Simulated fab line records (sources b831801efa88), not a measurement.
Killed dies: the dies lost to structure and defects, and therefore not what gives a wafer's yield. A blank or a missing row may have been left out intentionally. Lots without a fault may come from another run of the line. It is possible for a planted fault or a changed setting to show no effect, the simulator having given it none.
Check of tool commonality || flow sky130 || Sample size 12 lots and 36 wafers

REASON FOR OPENING
SKY_VT_ADJUST_LVTN_TW_MEAS_21, reading VT_ADJUST_LVTN_2_TW: flagged on 2 of 12 lots. No-fault wafers: 188.3, standard deviation 1.2.
Rule: a lot gets a flag if all its wafers with a number sit over 4 standard deviations from that mean, or if no wafer of it has a number. The other lots count as sound.

{"lot": "L228", "measured": "day 7 19:22", "on": "film_metro-02", "VT_ADJUST_LVTN_2_TW, wafer by wafer": "189.5 187.7 188.8", "flag": ""}
{"lot": "L232", "measured": "day 9 00:20", "on": "film_metro-04", "VT_ADJUST_LVTN_2_TW, wafer by wafer": "189.1 188.5 187.4", "flag": ""}
{"lot": "L233", "measured": "day 9 03:04", "on": "film_metro-02", "VT_ADJUST_LVTN_2_TW, wafer by wafer": "188.8 189.3 189.2", "flag": ""}
{"lot": "L234", "measured": "day 9 13:40", "on": "film_metro-04", "VT_ADJUST_LVTN_2_TW, wafer by wafer": "187.3 188.7 188.5", "flag": ""}
{"lot": "L235", "measured": "day 9 18:38", "on": "film_metro-03", "VT_ADJUST_LVTN_2_TW, wafer by wafer": "185.7 187.3 186.4", "flag": ""}
{"lot": "L236", "measured": "day 9 22:49", "on": "film_metro-03", "VT_ADJUST_LVTN_2_TW, wafer by wafer": "185.3 187.0 187.1", "flag": ""}
{"lot": "L237", "measured": "day 10 11:52", "on": "film_metro-03", "VT_ADJUST_LVTN_2_TW, wafer by wafer": "186.1 186.1 185.2", "flag": ""}
{"lot": "L239", "measured": "day 11 01:13", "on": "film_metro-02", "VT_ADJUST_LVTN_2_TW, wafer by wafer": "189.8 188.2 189.2", "flag": ""}
{"lot": "L246", "measured": "day 12 23:46", "on": "film_metro-02", "VT_ADJUST_LVTN_2_TW, wafer by wafer": "199.4 200.4 199.0", "flag": "FLAGGED"}
{"lot": "L247", "measured": "day 13 08:24", "on": "film_metro-04", "VT_ADJUST_LVTN_2_TW, wafer by wafer": "198.5 198.8 199.2", "flag": "FLAGGED"}
{"lot": "L250", "measured": "day 14 00:19", "on": "film_metro-04", "VT_ADJUST_LVTN_2_TW, wafer by wafer": "189.3 187.9 188.6", "flag": ""}
{"lot": "L251", "measured": "day 14 07:07", "on": "film_metro-03", "VT_ADJUST_LVTN_2_TW, wafer by wafer": "184.8 186.1 185.6", "flag": ""}
On average the flagged lots' numbers are 199.2, which is +10.9 against the usual, or +9 standard deviations.

WHICH TOOL RAN EACH LOT
2 process steps preceding the reading are held in the record, out of 708 steps in the route. In each cell: the tool, then ch and the chambers that the sampled wafers went through, then the start.
{"lot": "L228", "flag": "", "SKY_FIELD_ISO_STRIP_16": "plasma_asher-02 ch 0,1, day 2 05:56", "SKY_VT_ADJUST_LVTN_IMPLANT_19": "implanter-01 ch 0, day 7 19:07"}
{"lot": "L232", "flag": "", "SKY_FIELD_ISO_STRIP_16": "plasma_asher-02 ch 0,1, day 3 04:04", "SKY_VT_ADJUST_LVTN_IMPLANT_19": "implanter-04 ch 0, day 9 00:08"}
{"lot": "L233", "flag": "", "SKY_FIELD_ISO_STRIP_16": "plasma_asher-04 ch 0, day 3 07:04", "SKY_VT_ADJUST_LVTN_IMPLANT_19": "implanter-01 ch 0, day 9 02:49"}
{"lot": "L234", "flag": "", "SKY_FIELD_ISO_STRIP_16": "plasma_asher-02 ch 0,1, day 3 13:42", "SKY_VT_ADJUST_LVTN_IMPLANT_19": "implanter-01 ch 0, day 9 13:26"}
{"lot": "L235", "flag": "", "SKY_FIELD_ISO_STRIP_16": "plasma_asher-02 ch 0,1, day 3 17:06", "SKY_VT_ADJUST_LVTN_IMPLANT_19": "implanter-01 ch 0, day 9 18:24"}
{"lot": "L236", "flag": "", "SKY_FIELD_ISO_STRIP_16": "plasma_asher-03 ch 0,1, day 3 21:51", "SKY_VT_ADJUST_LVTN_IMPLANT_19": "implanter-02 ch 0, day 9 22:34"}
{"lot": "L237", "flag": "", "SKY_FIELD_ISO_STRIP_16": "plasma_asher-04 ch 0,1, day 4 07:11", "SKY_VT_ADJUST_LVTN_IMPLANT_19": "implanter-02 ch 0, day 10 11:37"}
{"lot": "L239", "flag": "", "SKY_FIELD_ISO_STRIP_16": "plasma_asher-02 ch 0,1, day 4 14:54", "SKY_VT_ADJUST_LVTN_IMPLANT_19": "implanter-01 ch 0, day 11 00:58"}
{"lot": "L246", "flag": "FLAGGED", "SKY_FIELD_ISO_STRIP_16": "plasma_asher-03 ch 0,1, day 6 05:34", "SKY_VT_ADJUST_LVTN_IMPLANT_19": "implanter-01 ch 0, day 12 23:31"}
{"lot": "L247", "flag": "FLAGGED", "SKY_FIELD_ISO_STRIP_16": "plasma_asher-03 ch 0,1, day 6 11:29", "SKY_VT_ADJUST_LVTN_IMPLANT_19": "implanter-01 ch 0, day 13 08:12"}
{"lot": "L250", "flag": "", "SKY_FIELD_ISO_STRIP_16": "plasma_asher-03 ch 0, day 6 23:34", "SKY_VT_ADJUST_LVTN_IMPLANT_19": "implanter-04 ch 0, day 14 00:05"}
{"lot": "L251", "flag": "", "SKY_FIELD_ISO_STRIP_16": "plasma_asher-04 ch 0,1, day 7 04:10", "SKY_VT_ADJUST_LVTN_IMPLANT_19": "implanter-04 ch 0, day 14 06:52"}
What the steps here do:
- SKY_FIELD_ISO_STRIP_16: strips in O2/N2.
- SKY_VT_ADJUST_LVTN_IMPLANT_19
- SKY_VT_ADJUST_LVTN_TW_MEAS_21

FLAGGED OVER TOTAL, TOOL BY TOOL (the gauges that took the reading come last)
{"step": "SKY_FIELD_ISO_STRIP_16", "tool": "plasma_asher-02", "lots run": 5, "flagged": 0, "share of the flagged lots": "none", "sound lots run after its first flagged lot": "-"}
{"step": "SKY_FIELD_ISO_STRIP_16", "tool": "plasma_asher-03", "lots run": 4, "flagged": 2, "share of the flagged lots": "all", "sound lots run after its first flagged lot": "1 (L250)"}
{"step": "SKY_FIELD_ISO_STRIP_16", "tool": "plasma_asher-04", "lots run": 3, "flagged": 0, "share of the flagged lots": "none", "sound lots run after its first flagged lot": "-"}
{"step": "SKY_VT_ADJUST_LVTN_IMPLANT_19", "tool": "implanter-01", "lots run": 7, "flagged": 2, "share of the flagged lots": "all", "sound lots run after its first flagged lot": 0}
{"step": "SKY_VT_ADJUST_LVTN_IMPLANT_19", "tool": "implanter-02", "lots run": 2, "flagged": 0, "share of the flagged lots": "none", "sound lots run after its first flagged lot": "-"}
{"step": "SKY_VT_ADJUST_LVTN_IMPLANT_19", "tool": "implanter-04", "lots run": 3, "flagged": 0, "share of the flagged lots": "none", "sound lots run after its first flagged lot": "-"}
{"step": "SKY_VT_ADJUST_LVTN_TW_MEAS_21", "tool": "film_metro-02", "lots run": 4, "flagged": 1, "share of the flagged lots": "some", "sound lots run after its first flagged lot": 0}
{"step": "SKY_VT_ADJUST_LVTN_TW_MEAS_21", "tool": "film_metro-03", "lots run": 4, "flagged": 0, "share of the flagged lots": "none", "sound lots run after its first flagged lot": "-"}
{"step": "SKY_VT_ADJUST_LVTN_TW_MEAS_21", "tool": "film_metro-04", "lots run": 4, "flagged": 1, "share of the flagged lots": "some", "sound lots run after its first flagged lot": "1 (L250)"}

WHAT THE TABLE PERMITS
Table rows that saw every flagged lot: 2, namely plasma_asher-03 at SKY_FIELD_ISO_STRIP_16 and implanter-01 at SKY_VT_ADJUST_LVTN_IMPLANT_19.
- plasma_asher-03 at SKY_FIELD_ISO_STRIP_16: 2 of its 4 lots flagged. Lots that were sound ran on it after the first flagged one (L250); a persistent fault on the entire tool would not allow that.
- implanter-01 at SKY_VT_ADJUST_LVTN_IMPLANT_19: 2 of its 7 lots flagged. A fault beginning between L239 (day 11 00:58), its last sound lot, and L246 (day 12 23:31), its first flagged one, fits the data. Its own readings lie more than 4 standard deviations out on every wafer of the flagged lots: beam_on_s, faraday_current_uA.
One tool is left: implanter-01 at SKY_VT_ADJUST_LVTN_IMPLANT_19.

WHAT WAS PUT IN BY THE SIMULATOR
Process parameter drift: implanter-01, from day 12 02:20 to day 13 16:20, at SKY_VT_ADJUST_LVTN_IMPLANT_19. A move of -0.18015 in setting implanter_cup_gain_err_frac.
Shown lots that were struck: L246, L247. The same result came from the rule above.
